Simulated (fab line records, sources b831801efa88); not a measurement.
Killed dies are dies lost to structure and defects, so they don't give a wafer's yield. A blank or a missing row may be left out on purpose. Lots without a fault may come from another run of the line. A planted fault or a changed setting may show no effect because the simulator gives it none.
A struck lot beside a sound one | flow gf180mcu | 14 steps out of a route of 602
Sound: wafers L925.1, L925.5, L925.6. Struck: wafers L934.1, L934.4, L934.6. The cause comes at the end.
At each step with rows: each side's tool, then ch and its chambers, then its first start. Under that, the readings that differ: sound wafers | struck wafers | difference of the means | sigmas: that difference in standard deviations of wafers without a fault.
alike: readings whose means differ by less than 2 such deviations, and words and numbers that are the same on both sides. not compared: withheld readings, readings that some wafer has no value for, bounds like >300 that may hide the same value, and numbers for which the record gives no deviation and whose values overlap.
The two part at a step that has a row with sigmas, a row that says differs or no value, or rows on one side only. Numbers that don't overlap but have no deviation are shown without sigmas and don't part them. A reading that every wafer of one side lacks parts them only if that side has two wafers or more.

first, 4 steps without rows for these wafers: GF_V4_SOFTBAKE_10 (time 60 s); GF_V4_EXPOSE_11 (exposes mask Via4, target cd 260 nm); GF_V4_PEB_12 (peb time 90 s); GF_V4_DEVELOP_13 (develop time 60 s).
GF_V4_CD_MEAS_14: target cd 260 nm.
  sound on cd_sem-01, day 26 08:40; struck on cd_sem-01, day 29 02:01
  alike: cd_nm
GF_V4_OVL_MEAS_15:
  sound on overlay-02, day 26 08:47; struck on overlay-02, day 29 02:08
  alike: V4_OVL
GF_V4_ETCH_16: etches BARC in N2/H2.
  sound on rie_diel-03 ch 0,1,3, day 26 08:49; struck on rie_diel-01 ch 2,3, day 29 02:10
  reading                     | sound       | struck      | difference | sigmas
  drypump_motor_current_A (A) | 6.6 6.2 5.9 | 5.4 5.4 5.1 | -0.9       | -2
  alike: oes_product_au, throttle_valve_pct
GF_V4_ETCH_17: etches SiO2 in C4F8/O2/Ar, stops on TiN, target depth 630 nm.
  sound on rie_diel-03 ch 0,1,3; struck on rie_diel-01 ch 2,3
  alike: oes_product_au
GF_V4_STRIP_18: strips in O2/N2.
  sound on plasma_asher-04 ch 0,1, day 26 08:57; struck on plasma_asher-02 ch 0,1, day 29 02:18
  alike: drypump_motor_current_A, heater_power_w, oes_product_au
  not compared: rf_hours_counter_h
then, 2 steps without rows for these wafers: GF_V4_STRIP_19 (strips in post etch residue remover, time 1200 s); GF_V4_CLEAN_20 (cleans in DIW).
GF_V4_SPUTTER_21: material Ti, target thk 15 nm, time 80.02 s.
  sound on pvd_sputter-04, day 26 09:34; struck on pvd_sputter-04, day 29 02:50
  alike: cathode_dc_power_W, chamber_pressure_pa, throttle_valve_pct
GF_V4_SPUTTER_22: material TiN, target thk 10 nm, time 40 s.
  sound on pvd_sputter-04, day 26 09:38; struck on pvd_sputter-04, day 29 02:53
  no value came back on the struck wafers for cathode_dc_power_W (W), chamber_pressure_pa (Pa), throttle_valve_pct (%); on the sound wafers cathode_dc_power_W (W) reads 3998.7 3998.2 4000.0
GF_V4_CVD_23: deposits W, target thk 350 nm, time 104.9 s.
  sound on cvd_w-01 ch 0,1, day 26 09:40; struck on cvd_w-01 ch 0,1, day 29 02:56
  alike: heater_power_outer_w, heater_power_w
  not compared: since_wet_clean_h

WHERE THEY PART
First at GF_V4_ETCH_16; last, within this record, at GF_V4_SPUTTER_22. Later steps at which nothing parts them and some readings are alike: GF_V4_CVD_23.

WHY: what the simulator had put in
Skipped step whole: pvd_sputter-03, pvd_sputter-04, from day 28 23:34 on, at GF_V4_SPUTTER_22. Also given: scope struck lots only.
